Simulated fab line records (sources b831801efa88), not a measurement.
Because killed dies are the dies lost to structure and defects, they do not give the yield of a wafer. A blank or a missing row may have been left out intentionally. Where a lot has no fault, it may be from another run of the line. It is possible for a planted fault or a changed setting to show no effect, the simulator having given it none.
Matching of chambers | flow sky130 | SKY_FIELD_ISO_ETCH_17 on rie-si-01 has 4 sister chambers
The step etches Si in HBr/Cl2/O2, target depth 342 nm, time 97.7 s. 8 wafers are shown with their chamber, then 12 later ones without.

## WAFERS, EACH WITH ITS CHAMBER
wafer  | chamber | drypump-motor-current-A (A) | oes-product-au (a.u.)
L081.2 | 2       | 5.3                         | 0.987
L083.6 | 3       | 5.5                         | 0.997
L084.1 | 0       | 4.7                         | 1.021
L084.3 | 1       | 6.1                         | 1.020
L084.4 | 2       | 5.3                         | 1.001
L087.1 | 1       | 6.2                         | 1.006
L087.2 | 0       | 4.7                         | 1.010
L087.6 | 3       | 5.5                         | 0.994

## WAFERS WHOSE CHAMBER IS MISSING
wafer  | drypump-motor-current-A (A) | oes-product-au (a.u.)
L091.3 | 5.6                         | 0.993
L091.4 | 6.2                         | 1.015
L091.5 | 5.5                         | 0.992
L092.2 | 5.3                         | 0.994
L092.3 | 4.8                         | 1.009
L092.5 | 4.7                         | 1.010
L094.2 | 6.1                         | 1.004
L094.4 | 5.5                         | 0.998
L094.6 | 4.8                         | 1.024
L096.1 | 5.6                         | 0.985
L096.4 | 5.3                         | 0.994
L096.5 | 6.2                         | 1.001

## WHICH CHAMBER EACH WENT THROUGH
wafer  | from the rows above | in truth
L091.3 | 3                   | 3
L091.4 | 1                   | 1
L091.5 | 3                   | 3
L092.2 | 2                   | 2
L092.3 | 0                   | 0
L092.5 | 0                   | 0
L094.2 | 1                   | 1
L094.4 | 3                   | 3
L094.6 | 0                   | 0
L096.1 | 3                   | 3
L096.4 | 2                   | 2
L096.5 | 1                   | 1
Placed correctly: 12 of 12. Left unplaced by these rows: 0. Number placed wrongly: 0.
How it was worked out, from the rows above alone: a wafer's distance from a chamber is the root of the sum, over the readings, of the square of ((its reading less the chamber's mean) divided by the reading's scatter). The wafer belongs to the nearest chamber; if the next one is less than 2 further off, it can't be placed. For every chamber, the mean is computed from those of its wafers that are shown. The scatter: the root of (the sum of the squares of (reading less its chamber's mean) over the shown wafers, divided by (wafers less chambers)).
